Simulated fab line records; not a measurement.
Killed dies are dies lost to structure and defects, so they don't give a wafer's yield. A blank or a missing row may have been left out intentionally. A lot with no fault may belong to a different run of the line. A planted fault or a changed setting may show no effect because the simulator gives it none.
Matching of chambers    flow sky130    3 sister chambers for SKY_PASSIVATION_CVD_00 on pecvd-03
The step deposits SiO2, target thk 90 nm. 3 wafers are shown with their chamber, then 8 later ones without.

== WAFERS, EACH WITH ITS CHAMBER ==
wafer   chamber  heaterPowerW (W)
L081.1  1        535
L082.6  2        854
L085.1  0        481

== WAFERS WITHOUT THEIR CHAMBER ==
wafer   heaterPowerW (W)
L085.4  842
L085.6  467
L092.1  508
L092.3  820
L092.6  839
L095.4  591
L095.5  505
L095.6  603

== CHAMBER TAKEN BY EACH ==
wafer   from the rows above      in truth
L085.4  2                        2
L085.6  can't be placed: 0 or 1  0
L092.1  can't be placed: 0 or 1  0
L092.3  2                        2
L092.6  2                        2
L095.4  can't be placed: 1 or 0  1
L095.5  can't be placed: 0 or 1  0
L095.6  can't be placed: 1 or 0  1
Correct placement for 3 of the 8. Not placeable from these rows: 5 (in 5, the candidates include the true chamber). Number placed wrongly: 0.
How it was worked out, from the rows above alone: a wafer's distance from a chamber is the root of the sum, over the readings, of the square of ((its reading less the chamber's mean) divided by the reading's scatter). The wafer belongs to the nearest chamber; if the next one is less than 2 further off, it can't be placed. The mean given for a chamber averages the wafers shown for that chamber. The scatter: root of mean squared gap, hidden wafer to nearest shown wafer, with one shown wafer a chamber.
